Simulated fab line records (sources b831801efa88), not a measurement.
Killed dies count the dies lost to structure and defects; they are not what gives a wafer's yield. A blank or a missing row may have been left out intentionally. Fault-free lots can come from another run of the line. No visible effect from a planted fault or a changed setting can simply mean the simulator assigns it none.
fab line records -- flow sky130
[record] lots = 13, wafers = 39, last_day = 50
route steps=708 shown SONOS_ONO@182 POLY_GATE@228 LDD_N@250 PAD_OPEN@708
lots that met no fault: from a run of the same line without faults
start_h: start of the lot's first displayed wafer, in hours after the record's first day -- wait_h: time in hours since the lot's previous step -- " same as the row above -- L1.1+2: a single row standing in for several wafers -- - either no value or no given start -- * or withheld: withheld -- < > ~ a bound
route shown NAME@n: a module of which the file shows steps, and the number in the route of the first -- usual: mean/standard deviation of fault-free wafers -- same: alike in all rows -- chamber/n: place in a boat -- sites: readings site by site -- _std_site: standard deviation of those values -- _edge_site: mean of outer sites minus mean of inner sites -- radius_mm: for every site, how far away it sits from the centre of the wafer -- mask NAME#n: copy n -- behind: the tool/chamber that last shaped the wafer -- hold: cause of the lot's hold/its duration in hours/its outcome -- device: whichever transistor did not switch (one of n, p or np) -- end of line: the route-end tests of the same wafers -- step lacking rows: just its recipe -- killed: not the wafer's yield, but the dies lost to structure and defects at the first sort -- map: a wafer's dies, x killed, . not, _ none there
set.NAME: the setting as run; set.NAME@STEP: as run at that earlier step -- model.NAME: the simulator's own value behind a step, which no gauge read
a sample of lots followed through the steps of the route, with each step as a table and each wafer as a row
services: the hour from which a tool's chamber was out of use, counted from the record's first day as start_h (under 0 if before that day), plus the number of hours and why
[[steps]]
[step SKY_SONOS_ONO_OVL_MEAS_14]
[usual] SONOS_ONO_OVL = 0.1/1.2
lot.wafer,tool,chamber,start_h,wait_h,SONOS_ONO_OVL[nm]
L111.2,overlay-01,-,283.41,0.1,0.9
L111.3,overlay-01,-,283.41,0.1,0.1
L111.4,overlay-01,-,283.41,0.1,0.4
L112.2,overlay-01,-,286.71,0.1,-2.8
L112.3,overlay-01,-,286.71,0.1,-1.2
L112.4,overlay-01,-,286.71,0.1,-0.6
L113.1,overlay-01,-,296.29,0.1,-0.6
L113.4,overlay-01,-,296.29,0.1,0.2
L113.5,overlay-01,-,296.29,0.1,-0.9
L118.2,overlay-01,-,345.99,0.1,1.4
L118.5,overlay-01,-,345.99,0.1,1.8
L118.6,overlay-01,-,345.99,0.1,0.3
L119.1,overlay-02,-,353.66,0.1,1.3
L119.2,overlay-02,-,353.66,0.1,1.0
L119.3,overlay-02,-,353.66,0.1,-1.1
L120.1,overlay-02,-,354.44,0.1,-0.9
L120.2,overlay-02,-,354.44,0.1,1.0
L120.5,overlay-02,-,354.44,0.1,-0.6
L125.1,overlay-01,-,398.39,0.1,-1.5
L125.3,overlay-01,-,398.39,0.1,-0.4
L125.6,overlay-01,-,398.39,0.1,-0.8
L126.1,overlay-02,-,411.04,0.1,0.6
L126.3,overlay-02,-,411.04,0.1,3.0
L126.6,overlay-02,-,411.04,0.1,-0.2
L128.3,overlay-02,-,428.17,0.1,0.5
L128.4,overlay-02,-,428.17,0.1,1.2
L128.5,overlay-02,-,428.17,0.1,0.6
L129.1,overlay-02,-,429.84,0.1,-0.6
L129.4,overlay-02,-,429.84,0.1,-2.3
L129.5,overlay-02,-,429.84,0.1,-1.3
L130.3,overlay-01,-,443.90,0.1,0.7
L130.4,overlay-01,-,443.90,0.1,0.2
L130.5,overlay-01,-,443.90,0.1,-1.2
L131.3,overlay-01,-,444.17,0.1,1.1
L131.4,overlay-01,-,444.17,0.1,0.3
L131.6,overlay-01,-,444.17,0.1,2.5
L133.2,overlay-01,-,466.24,0.1,0.6
L133.3,overlay-01,-,466.24,0.1,0.1
L133.5,overlay-01,-,466.24,0.1,1.0
[step SKY_POLY_GATE_OVL_MEAS_14]
[usual] POLY_GATE_OVL = -5/4.8
lot.wafer,tool,chamber,start_h,wait_h,POLY_GATE_OVL[nm]
L111.2,overlay-01,-,373.49,0.1,1
L111.3,overlay-01,-,373.49,0.1,5
L111.4,overlay-01,-,373.49,0.1,-5
L112.2,overlay-02,-,376.09,0.1,-5
L112.3,overlay-02,-,376.09,0.1,-10
L112.4,overlay-02,-,376.09,0.1,-2
L113.1,overlay-02,-,385.49,0.1,-4
L113.4,overlay-02,-,385.49,0.1,-1
L113.5,overlay-02,-,385.49,0.1,0
L118.2,overlay-02,-,454.84,0.1,-1
L118.5,overlay-02,-,454.84,0.1,-3
L118.6,overlay-02,-,454.84,0.1,-8
L120.1,overlay-01,-,463.66,0.1,-3
L120.2,overlay-01,-,463.66,0.1,-8
L120.5,overlay-01,-,463.66,0.1,-2
L119.1,overlay-02,-,463.89,0.1,1
L119.2,overlay-02,-,463.89,0.1,-5
L119.3,overlay-02,-,463.89,0.1,-4
L125.1,overlay-02,-,501.51,0.1,-7
L125.3,overlay-02,-,501.51,0.1,-1
L125.6,overlay-02,-,501.51,0.1,5
L126.1,overlay-02,-,513.34,0.1,4
L126.3,overlay-02,-,513.34,0.1,0
L126.6,overlay-02,-,513.34,0.1,-4
L128.3,overlay-01,-,528.67,0.1,-5
L128.4,overlay-01,-,528.67,0.1,2
L128.5,overlay-01,-,528.67,0.1,-3
L129.1,overlay-02,-,530.81,0.1,-4
L129.4,overlay-02,-,530.81,0.1,-13
L129.5,overlay-02,-,530.81,0.1,1
L130.3,overlay-01,-,544.85,0.1,-8
L130.4,overlay-01,-,544.85,0.1,-3
L130.5,overlay-01,-,544.85,0.1,-1
L131.3,overlay-02,-,546.80,0.1,-2
L131.4,overlay-02,-,546.80,0.1,-7
L131.6,overlay-02,-,546.80,0.1,-6
L133.2,overlay-02,-,567.21,0.1,-10
L133.3,overlay-02,-,567.21,0.1,-9
L133.5,overlay-02,-,567.21,0.1,-10
[step SKY_POLY_GATE_ETCH_16]
[recipe] stop_on = poly-Si, chemistry = CH3F/O2, target = Si3N4, source_w = 400, bias_w = 80, pressure_mtorr = 25, ch3f_flow_sccm = 40, O2_flow_sccm = 30, time_s = 147.5, target_depth_a = 750
[usual] O2_flow_sccm = 29.99/0.092, chamber_pressure_mTorr = 25.004/0.022, drypump_motor_current_A = 5.8/0.46, oes_product_au = 0.640/0.005, rf_fwd_power_W = 397.7/1.4, throttle_valve_pct = 10.535/0.0092
lot.wafer,tool,chamber,start_h,wait_h,O2_flow_sccm,chamber_pressure_mTorr,drypump_motor_current_A,oes_product_au,rf_fwd_power_W,rf_hours_counter_h,throttle_valve_pct
L111.2,rie_diel-03,0,373.61,0.0,29.94,25.015,6.0,0.631,398.9,95,10.530
L111.3,rie_diel-03,2,373.61,0.0,30.13,24.999,6.3,0.641,397.1,7,10.542
L111.4,rie_diel-03,3,373.61,0.0,29.89,24.999,5.9,0.637,398.5,13,10.535
L112.2,rie_diel-01,0,376.21,0.0,29.96,25.019,6.5,0.640,395.9,2,10.542
L112.3,rie_diel-01,1,376.21,0.0,30.02,25.006,6.3,0.646,399.1,4,10.522
L112.4,rie_diel-01,2,376.21,0.0,29.94,25.019,5.5,0.640,396.8,9,10.534
L113.1,rie_diel-01,3,385.61,0.0,29.88,24.981,4.8,0.645,396.9,41,10.550
L113.4,rie_diel-01,1,385.61,0.0,29.87,24.989,6.3,0.648,398.3,4,10.538
L113.5,rie_diel-01,0,385.61,0.0,29.97,24.980,6.4,0.639,397.6,-,10.527
L118.2,rie_diel-02,1,454.96,0.0,29.75,25.011,5.5,0.640,397.5,10,10.523
L118.5,rie_diel-02,0,454.96,0.0,29.81,24.971,5.8,0.632,395.2,-,10.523
L118.6,rie_diel-02,1,454.96,0.0,29.78,25.015,5.5,0.645,400.1,-,10.520
L120.1,rie_diel-02,0,463.78,0.0,29.93,25.001,5.8,0.639,398.0,6,10.552
L120.2,rie_diel-02,1,463.78,0.0,30.04,24.969,5.4,0.633,398.1,11,10.536
L120.5,rie_diel-02,0,463.78,0.0,30.09,25.026,5.8,0.635,399.7,-,10.549
L119.1,rie_diel-03,3,464.01,0.0,29.97,25.006,5.9,0.647,397.5,15,10.522
L119.2,rie_diel-03,2,464.01,0.0,30.06,25.027,6.3,0.637,399.6,9,10.540
L119.3,rie_diel-03,1,464.01,0.0,29.93,24.983,4.8,0.639,398.0,9,10.532
L125.1,rie_diel-02,3,501.63,0.0,29.97,24.991,6.2,0.636,392.8,64,10.539
L125.3,rie_diel-02,2,501.63,0.0,29.93,25.026,5.8,0.641,395.7,84,10.543
L125.6,rie_diel-02,0,501.63,0.0,29.98,25.011,5.8,0.641,396.9,-,10.541
L126.1,rie_diel-02,0,513.45,0.0,30.02,25.035,5.8,0.639,399.4,8,10.538
L126.3,rie_diel-02,3,513.45,0.0,29.97,24.983,6.1,0.636,399.6,65,10.537
L126.6,rie_diel-02,0,513.45,0.0,30.17,24.986,5.8,0.628,399.9,-,10.550
L128.3,rie_diel-03,0,528.78,0.0,30.07,24.997,6.0,0.633,396.3,1,10.524
L128.4,rie_diel-03,1,528.78,0.0,30.12,25.022,4.8,0.634,398.3,11,10.530
L128.5,rie_diel-03,0,528.78,0.0,30.04,24.986,6.0,0.632,395.9,-,10.538
L129.1,rie_diel-03,1,530.93,0.0,29.99,24.996,4.8,0.636,399.6,11,10.545
L129.4,rie_diel-03,3,530.93,0.0,30.10,25.039,6.0,0.642,397.3,16,10.544
L129.5,rie_diel-03,0,530.93,0.0,30.06,25.039,6.0,0.639,397.6,-,10.537
L130.3,rie_diel-02,3,544.95,0.0,30.10,24.991,6.1,0.630,395.2,66,10.529
L130.4,rie_diel-02,3,544.95,0.0,30.08,25.031,6.1,0.639,398.0,-,10.544
L130.5,rie_diel-02,0,544.95,0.0,29.96,25.037,5.8,0.635,396.0,-,10.541
L131.3,rie_diel-03,0,546.90,0.0,29.85,24.997,6.0,0.635,395.9,1,10.549
L131.4,rie_diel-03,3,546.90,0.0,29.88,25.018,6.0,0.641,397.6,16,10.539
L131.6,rie_diel-03,1,546.90,0.0,30.11,24.996,4.8,0.642,397.5,-,10.537
L133.2,rie_diel-02,3,567.33,0.0,29.95,24.994,6.2,0.634,396.4,66,10.537
L133.3,rie_diel-02,0,567.33,0.0,29.93,24.978,5.8,0.630,399.3,9,10.530
L133.5,rie_diel-02,0,567.33,0.0,30.06,25.016,5.8,0.636,399.1,-,10.545
[step SKY_LDD_N_IMPLANT_13]
[recipe] species = BF2, energy_kev = 50, dose_cm2 = 5e+12, tilt_deg = 30, rotation_deg = 90
[usual] tilt_deg = 29.996/0.02
lot.wafer,tool,chamber,start_h,wait_h,tilt_deg
L111.2,implanter-03,0,409.68,0.1,30.003
L111.3,implanter-03,0,409.68,0.1,30.019
L111.4,implanter-03,0,409.68,0.1,29.999
L112.2,implanter-02,0,410.38,0.1,29.982
L112.3,implanter-02,0,410.38,0.1,29.985
L112.4,implanter-02,0,410.38,0.1,29.983
L113.1,implanter-02,0,423.42,0.1,30.012
L113.4,implanter-02,0,423.42,0.1,30.022
L113.5,implanter-02,0,423.42,0.1,29.999
L118.2,implanter-03,0,488.80,0.1,30.017
L118.5,implanter-03,0,488.80,0.1,30.004
L118.6,implanter-03,0,488.80,0.1,30.021
L120.1,implanter-03,0,498.55,0.1,29.981
L120.2,implanter-03,0,498.55,0.1,29.981
L120.5,implanter-03,0,498.55,0.1,30.013
L119.1,implanter-02,0,498.85,0.1,29.999
L119.2,implanter-02,0,498.85,0.1,29.995
L119.3,implanter-02,0,498.85,0.1,29.996
L125.1,implanter-02,0,534.85,0.1,-0.055
L125.3,implanter-02,0,534.85,0.1,-0.044
L125.6,implanter-02,0,534.85,0.1,-0.028
L126.1,implanter-02,0,546.45,0.1,0.000
L126.3,implanter-02,0,546.45,0.1,-0.009
L126.6,implanter-02,0,546.45,0.1,-0.020
L128.3,implanter-02,0,561.42,0.1,0.030
L128.4,implanter-02,0,561.42,0.1,0.008
L128.5,implanter-02,0,561.42,0.1,0.004
L129.1,implanter-01,0,563.80,0.1,29.971
L129.4,implanter-01,0,563.80,0.1,29.950
L129.5,implanter-01,0,563.80,0.1,30.023
L130.3,implanter-01,0,577.30,0.1,30.018
L130.4,implanter-01,0,577.30,0.1,30.013
L130.5,implanter-01,0,577.30,0.1,30.008
L131.3,implanter-01,0,579.32,0.1,30.013
L131.4,implanter-01,0,579.32,0.1,30.005
L131.6,implanter-01,0,579.32,0.1,29.991
L133.2,implanter-03,0,599.83,0.1,29.997
L133.3,implanter-03,0,599.83,0.1,29.967
L133.5,implanter-03,0,599.83,0.1,29.991
[step SKY_PAD_OPEN_PROBE_99]
[usual] killed_at_M0_to_M3 = 44/8.6, killed_at_M4_up = 3.4/1.9, killed_at_contacts = 23/5.7, killed_at_front_end = 15/4.5, killed_at_other = 0.4/0.62, killed_dies = 86/11, killed_open = 46/7.6, killed_short = 39/6.3
[same] gross_dies = 492, killed_at_back_side = 0
lot.wafer,tool,chamber,start_h,wait_h,killed_at_M0_to_M3,killed_at_M4_up,killed_at_contacts,killed_at_front_end,killed_at_other,killed_dies,killed_open,killed_short
L111.2,prober-02,-,1085.44,0.1,37,5,32,7,1,82,42,40
L111.3,prober-02,-,1085.49,0.2,44,4,24,8,0,80,37,43
L111.4,prober-02,-,1085.54,0.2,51,7,25,13,0,96,50,46
L112.2,prober-01,-,1089.53,0.1,39,4,29,13,0,85,47,37
L112.3,prober-01,-,1089.58,0.2,46,2,20,19,0,87,49,38
L112.4,prober-01,-,1089.63,0.2,53,3,18,9,1,84,51,33
L113.1,prober-02,-,1095.36,0.1,60,3,16,21,1,101,53,47
L113.4,prober-02,-,1095.51,0.2,42,2,28,16,1,89,52,37
L113.5,prober-02,-,1095.56,0.2,35,5,26,19,1,86,51,34
L118.2,prober-01,-,1138.51,0.1,39,5,24,16,0,84,44,40
L118.5,prober-01,-,1138.66,0.2,55,5,19,16,0,95,47,48
L118.6,prober-01,-,1138.71,0.2,53,2,17,16,1,89,54,35
L120.1,prober-02,-,1143.29,0.1,50,4,19,19,1,93,54,39
L120.2,prober-02,-,1143.34,0.1,45,6,15,15,0,81,43,38
L120.5,prober-02,-,1143.49,0.2,48,6,16,18,0,88,45,43
L119.1,prober-01,-,1144.81,0.1,32,3,16,12,0,63,34,29
L119.2,prober-01,-,1144.86,0.1,44,5,30,15,1,95,46,47
L119.3,prober-01,-,1144.91,0.2,58,2,21,11,0,92,53,38
L125.1,prober-01,-,1173.31,0.1,53,0,20,14,2,89,48,40
L125.3,prober-01,-,1173.41,0.2,34,2,31,20,0,87,44,43
L125.6,prober-01,-,1173.56,0.2,34,4,36,19,0,93,47,46
L126.1,prober-01,-,1176.64,0.1,40,3,19,18,0,80,47,33
L126.3,prober-01,-,1176.74,0.2,36,5,19,18,0,78,35,43
L126.6,prober-01,-,1176.89,0.2,28,3,21,11,0,63,38,25
L128.3,prober-01,-,1180.24,0.2,54,5,27,7,0,93,49,44
L128.4,prober-01,-,1180.29,0.2,39,8,20,20,0,87,46,41
L128.5,prober-01,-,1180.34,0.2,50,2,23,9,0,84,47,37
L129.1,prober-02,-,1185.05,0.1,66,4,27,17,0,114,67,47
L129.4,prober-02,-,1185.20,0.2,38,2,28,21,0,89,49,40
L129.5,prober-02,-,1185.25,0.2,39,2,24,9,0,74,41,33
L130.3,prober-01,-,1189.44,0.2,41,5,17,8,0,71,33,37
L130.4,prober-01,-,1189.49,0.2,41,3,19,10,0,73,33,40
L130.5,prober-01,-,1189.54,0.2,39,3,21,11,0,74,43,31
L131.3,prober-02,-,1190.81,0.2,46,2,29,13,1,91,53,37
L131.4,prober-02,-,1190.86,0.2,33,0,18,21,1,73,38,35
L131.6,prober-02,-,1190.96,0.2,43,7,29,16,0,95,49,44
L133.2,prober-02,-,1200.84,0.1,56,0,17,16,0,89,45,44
L133.3,prober-02,-,1200.89,0.2,36,3,26,17,0,82,46,36
L133.5,prober-02,-,1200.99,0.2,35,2,28,12,0,77,43,32
// killed by level:class
L111.2 CONTACT:geometric_particle:open=11 CONTACT:geometric_particle:short=11 VIA1:geometric_particle:open=8 METAL2:geometric_particle:short=6 LI_CONTACT:geometric_particle:open=5 VIA2:geometric_particle:short=5 VIA2:geometric_particle:open=4 VIA3:geometric_particle:open=4
L111.3 CONTACT:geometric_particle:open=10 VIA1:geometric_particle:open=10 VIA1:geometric_particle:short=8 METAL2:geometric_particle:short=6 FIELD_ISO:geometric_particle:short=5 VIA2:geometric_particle:open=5 LOCAL_INTERCONNECT:geometric_particle:short=5 METAL3:geometric_particle:short=4
L111.4 VIA2:geometric_particle:open=10 CONTACT:geometric_particle:open=9 VIA1:geometric_particle:open=9 METAL2:geometric_particle:short=8 POLY_GATE:geometric_particle:short=7 LI_CONTACT:geometric_particle:open=6 VIA1:geometric_particle:short=6 CONTACT:geometric_particle:short=5
L112.2 CONTACT:geometric_particle:open=10 VIA1:geometric_particle:open=8 VIA2:geometric_particle:open=8 LI_CONTACT:geometric_particle:open=6 LOCAL_INTERCONNECT:geometric_particle:short=6 VIA3:geometric_particle:open=6 POLY_GATE:geometric_particle:open=5 CONTACT:geometric_particle:short=5
L112.3 VIA1:geometric_particle:open=12 VIA2:geometric_particle:open=10 CONTACT:geometric_particle:open=7 METAL1:geometric_particle:short=6 POLY_GATE:geometric_particle:short=5 POLY_GATE:geometric_particle:open=5 LI_CONTACT:geometric_particle:open=5 VIA3:geometric_particle:open=5
L112.4 VIA1:geometric_particle:open=13 VIA3:geometric_particle:open=13 CONTACT:geometric_particle:open=11 VIA2:geometric_particle:open=7 VIA3:geometric_particle:short=5 POLY_GATE:geometric_particle:short=3 CONTACT:geometric_particle:short=3 METAL1:geometric_particle:short=3
L113.1 VIA1:geometric_particle:open=14 VIA2:geometric_particle:open=13 METAL2:geometric_particle:short=7 POLY_GATE:geometric_particle:open=6 POLY_GATE:geometric_particle:short=6 VIA3:geometric_particle:open=6 CONTACT:geometric_particle:open=5 METAL1:geometric_particle:short=5
L113.4 CONTACT:geometric_particle:open=9 VIA3:geometric_particle:open=9 VIA2:geometric_particle:open=8 VIA1:geometric_particle:open=8 POLY_GATE:geometric_particle:open=6 CONTACT:geometric_particle:short=6 METAL2:geometric_particle:short=5 LI_CONTACT:geometric_particle:open=4
L113.5 METAL1:geometric_particle:short=11 CONTACT:geometric_particle:open=10 LI_CONTACT:geometric_particle:open=8 VIA1:geometric_particle:open=8 POLY_GATE:geometric_particle:open=7 CONTACT:geometric_particle:short=5 VIA3:geometric_particle:open=5 POLY_GATE:geometric_particle:short=4
L118.2 LI_CONTACT:geometric_particle:open=7 LOCAL_INTERCONNECT:geometric_particle:short=7 CONTACT:geometric_particle:open=6 VIA1:geometric_particle:open=6 VIA2:geometric_particle:open=6 METAL4:geometric_particle:short=5 METAL2:geometric_particle:open=5 VIA2:geometric_particle:short=5
L118.5 VIA1:geometric_particle:open=14 METAL1:geometric_particle:short=8 CONTACT:geometric_particle:open=7 METAL2:geometric_particle:short=7 VIA3:geometric_particle:open=6 METAL4:geometric_particle:short=5 METAL3:geometric_particle:short=5 FIELD_ISO:geometric_particle:open=4
L118.6 VIA1:geometric_particle:open=11 VIA2:geometric_particle:open=9 CONTACT:geometric_particle:open=9 FIELD_ISO:geometric_particle:open=6 METAL2:geometric_particle:short=6 METAL3:geometric_particle:short=6 VIA3:geometric_particle:open=6 VIA2:geometric_particle:short=5
L120.1 VIA1:geometric_particle:open=14 VIA3:geometric_particle:open=8 FIELD_ISO:geometric_particle:open=7 VIA2:geometric_particle:open=7 CONTACT:geometric_particle:open=6 METAL2:geometric_particle:short=6 LOCAL_INTERCONNECT:geometric_particle:short=5 METAL1:geometric_particle:short=5
L120.2 VIA1:geometric_particle:open=12 METAL1:geometric_particle:short=8 VIA3:geometric_particle:open=7 CONTACT:geometric_particle:open=6 FIELD_ISO:geometric_particle:open=5 LI_CONTACT:geometric_particle:open=5 VIA1:geometric_particle:short=5 METAL2:geometric_particle:short=5
L120.5 VIA2:geometric_particle:open=9 VIA1:geometric_particle:open=8 VIA3:geometric_particle:open=7 FIELD_ISO:geometric_particle:short=6 LI_CONTACT:geometric_particle:open=5 METAL1:geometric_particle:short=5 METAL4:geometric_particle:short=4 CONTACT:geometric_particle:short=4
L119.1 CONTACT:geometric_particle:open=6 VIA2:geometric_particle:open=6 LI_CONTACT:geometric_particle:open=5 VIA1:geometric_particle:short=5 VIA1:geometric_particle:open=5 METAL1:geometric_particle:short=4 VIA3:geometric_particle:open=4 FIELD_ISO:geometric_particle:open=3
L119.2 VIA1:geometric_particle:open=10 LI_CONTACT:geometric_particle:open=7 CONTACT:geometric_particle:open=7 VIA2:geometric_particle:open=7 LI_CONTACT:geometric_particle:short=6 LOCAL_INTERCONNECT:geometric_particle:short=5 METAL2:geometric_particle:short=5 POLY_GATE:geometric_particle:open=4
L119.3 VIA3:geometric_particle:open=11 VIA1:geometric_particle:open=11 METAL2:geometric_particle:short=8 LI_CONTACT:geometric_particle:open=8 VIA2:geometric_particle:open=8 METAL1:geometric_particle:short=7 CONTACT:geometric_particle:open=5 FIELD_ISO:geometric_particle:open=4
L125.1 VIA1:geometric_particle:open=12 VIA3:geometric_particle:open=8 VIA2:geometric_particle:short=7 VIA2:geometric_particle:open=6 CONTACT:geometric_particle:short=6 CONTACT:geometric_particle:open=6 METAL1:geometric_particle:short=6 VIA1:geometric_particle:short=4
L125.3 CONTACT:geometric_particle:open=13 POLY_GATE:geometric_particle:short=7 VIA1:geometric_particle:open=7 FIELD_ISO:geometric_particle:short=6 LOCAL_INTERCONNECT:geometric_particle:short=6 VIA3:geometric_particle:short=6 LI_CONTACT:geometric_particle:open=5 VIA2:geometric_particle:short=5
L125.6 CONTACT:geometric_particle:open=12 LI_CONTACT:geometric_particle:open=8 VIA1:geometric_particle:open=8 CONTACT:geometric_particle:short=7 LOCAL_INTERCONNECT:geometric_particle:short=6 METAL2:geometric_particle:short=6 FIELD_ISO:geometric_particle:short=5 FIELD_ISO:geometric_particle:open=4
L126.1 CONTACT:geometric_particle:open=10 VIA1:geometric_particle:open=10 VIA3:geometric_particle:open=7 METAL1:geometric_particle:short=6 POLY_GATE:geometric_particle:open=5 FIELD_ISO:geometric_particle:open=4 LI_CONTACT:geometric_particle:open=4 CONTACT:geometric_particle:short=4
L126.3 VIA1:geometric_particle:open=11 METAL1:geometric_particle:short=8 CONTACT:geometric_particle:open=6 METAL2:geometric_particle:short=6 FIELD_ISO:geometric_particle:open=5 POLY_GATE:geometric_particle:short=4 LI_CONTACT:geometric_particle:short=4 LOCAL_INTERCONNECT:geometric_particle:short=4
L126.6 CONTACT:geometric_particle:open=7 VIA1:geometric_particle:open=6 LI_CONTACT:geometric_particle:open=5 CONTACT:geometric_particle:short=4 VIA2:geometric_particle:open=4 VIA3:geometric_particle:short=4 POLY_GATE:geometric_particle:open=3 LOCAL_INTERCONNECT:geometric_particle:short=3
L128.3 VIA1:geometric_particle:open=14 VIA3:geometric_particle:open=11 LI_CONTACT:geometric_particle:open=8 CONTACT:geometric_particle:open=8 METAL1:geometric_particle:short=6 LOCAL_INTERCONNECT:geometric_particle:short=5 VIA2:geometric_particle:open=5 VIA3:geometric_particle:short=5
L128.4 VIA1:geometric_particle:open=8 VIA3:geometric_particle:open=6 FIELD_ISO:geometric_particle:short=5 CONTACT:geometric_particle:open=5 POLY_GATE:geometric_particle:open=4 LI_CONTACT:geometric_particle:open=4 METAL1:geometric_particle:short=4 VIA2:geometric_particle:open=4
L128.5 VIA2:geometric_particle:open=10 CONTACT:geometric_particle:open=9 VIA1:geometric_particle:open=9 LI_CONTACT:geometric_particle:open=6 METAL1:geometric_particle:short=6 METAL2:geometric_particle:short=6 CONTACT:geometric_particle:short=5 VIA1:geometric_particle:short=4
L129.1 VIA1:geometric_particle:open=16 CONTACT:geometric_particle:open=13 METAL2:geometric_particle:short=11 VIA3:geometric_particle:open=11 POLY_GATE:geometric_particle:short=7 VIA2:geometric_particle:open=7 LI_CONTACT:geometric_particle:open=6 VIA1:geometric_particle:short=5
L129.4 VIA3:geometric_particle:open=9 FIELD_ISO:geometric_particle:open=8 CONTACT:geometric_particle:short=8 VIA1:geometric_particle:open=8 LI_CONTACT:geometric_particle:open=7 CONTACT:geometric_particle:open=5 VIA2:geometric_particle:open=5 FIELD_ISO:geometric_particle:short=4
L129.5 VIA1:geometric_particle:open=11 LI_CONTACT:geometric_particle:open=8 CONTACT:geometric_particle:open=7 METAL2:geometric_particle:short=6 VIA2:geometric_particle:open=4 VIA3:geometric_particle:short=4 LOCAL_INTERCONNECT:geometric_particle:short=3 CONTACT:geometric_particle:short=3
L130.3 VIA1:geometric_particle:short=10 VIA1:geometric_particle:open=10 CONTACT:geometric_particle:short=6 CONTACT:geometric_particle:open=5 VIA3:geometric_particle:open=4 METAL1:geometric_particle:short=4 METAL4:geometric_particle:short=4 POLY_GATE:geometric_particle:open=3
L130.4 CONTACT:geometric_particle:open=7 VIA1:geometric_particle:open=7 METAL3:geometric_particle:short=7 POLY_GATE:geometric_particle:short=5 CONTACT:geometric_particle:short=5 VIA2:geometric_particle:open=5 VIA3:geometric_particle:open=4 METAL1:geometric_particle:short=4
L130.5 VIA1:geometric_particle:open=9 VIA2:geometric_particle:open=8 FIELD_ISO:geometric_particle:open=6 CONTACT:geometric_particle:open=6 LI_CONTACT:geometric_particle:open=5 METAL2:geometric_particle:short=5 VIA3:geometric_particle:open=4 CONTACT:geometric_particle:short=4
L131.3 VIA1:geometric_particle:open=15 CONTACT:geometric_particle:open=11 LI_CONTACT:geometric_particle:open=8 VIA3:geometric_particle:open=6 METAL3:geometric_particle:short=5 VIA3:geometric_particle:short=5 CONTACT:geometric_particle:short=4 FIELD_ISO:geometric_particle:open=3
L131.4 METAL1:geometric_particle:short=10 CONTACT:geometric_particle:open=8 FIELD_ISO:geometric_particle:open=7 VIA1:geometric_particle:open=6 POLY_GATE:geometric_particle:open=5 FIELD_ISO:geometric_particle:short=4 CONTACT:geometric_particle:short=4 VIA3:geometric_particle:open=4
L131.6 CONTACT:geometric_particle:open=12 VIA1:geometric_particle:open=10 METAL4:geometric_particle:short=7 VIA1:geometric_particle:short=7 FIELD_ISO:geometric_particle:short=6 VIA3:geometric_particle:open=6 LOCAL_INTERCONNECT:geometric_particle:open=5 LOCAL_INTERCONNECT:geometric_particle:short=5
L133.2 VIA1:geometric_particle:open=16 VIA1:geometric_particle:short=11 VIA3:geometric_particle:open=6 CONTACT:geometric_particle:open=6 METAL2:geometric_particle:short=5 METAL3:geometric_particle:short=5 VIA3:geometric_particle:short=5 FIELD_ISO:geometric_particle:short=4
L133.3 CONTACT:geometric_particle:open=14 VIA1:geometric_particle:open=9 VIA2:geometric_particle:open=7 FIELD_ISO:geometric_particle:short=5 FIELD_ISO:geometric_particle:open=5 LI_CONTACT:geometric_particle:short=4 LOCAL_INTERCONNECT:geometric_particle:short=4 METAL2:geometric_particle:short=4
L133.5 CONTACT:geometric_particle:open=12 LI_CONTACT:geometric_particle:open=9 VIA1:geometric_particle:open=7 POLY_GATE:geometric_particle:short=5 FIELD_ISO:geometric_particle:short=4 VIA3:geometric_particle:open=4 LI_CONTACT:geometric_particle:short=4 METAL1:geometric_particle:short=4
[[services]]
tool,chamber,start_h,hours,kind
implanter-02,-,354.48,3.4,repair
rie_diel-02,3,354.61,3.8,repair
rie_diel-01,-,369.68,2.5,repair
implanter-01,-,380.31,61.7,repair
rie_diel-01,0,408.63,13.0,repair
rie_diel-02,3,412.81,5.5,repair
rie_diel-02,-,437.88,0.3,repair
rie_diel-02,0,443.66,4.8,repair
rie_diel-01,2,444.66,8.8,repair
rie_diel-03,0,445.46,9.3,repair
rie_diel-01,-,447.01,1.8,repair
rie_diel-02,2,454.26,4.1,repair
implanter-02,-,458.96,1.5,repair
implanter-03,-,481.24,1.1,repair
rie_diel-01,3,482.67,8.0,repair
rie_diel-01,3,530.75,10.5,repair
implanter-01,-,531.40,4.6,pm
rie_diel-02,0,534.37,2.1,repair
implanter-02,-,535.30,4.4,pm
rie_diel-02,-,541.70,0.3,repair
implanter-02,-,556.09,2.0,repair
implanter-03,-,566.77,3.4,pm
rie_diel-03,-,593.11,2.8,pm
rie_diel-02,0,599.04,4.7,repair
[[key]]
[first_sign] step = SKY_LDD_N_IMPLANT_13, reading = tilt_deg, direction = down, sigmas = 99+, usual = *, struck = *
effect none on later readings
met_at SKY_LDD_N_IMPLANT_13
struck_lots L125,L126,L128
tester_left_out L125,L126,L128
not_acting_at SKY_SONOS_ONO_OVL_MEAS_14,SKY_POLY_GATE_OVL_MEAS_14,SKY_POLY_GATE_ETCH_16
onset_between 498.85 534.85
[fault] kind = process_parameter_drift, tool = implanter-02, chamber = -, onset_h = 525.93, steps = SKY_LDD_N_IMPLANT_13, channel = tilt_deg, offset = *, shape = step, end_h = 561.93, acts_in = *, stated = *
// tester_left_out: of these lots the tester's yield and bins aren't shown, on N5 and GAA mostly nor the transistor test; their killed dies are dies lost to structure and defects alone, not to doping, threshold or leakage, so they don't give the yield
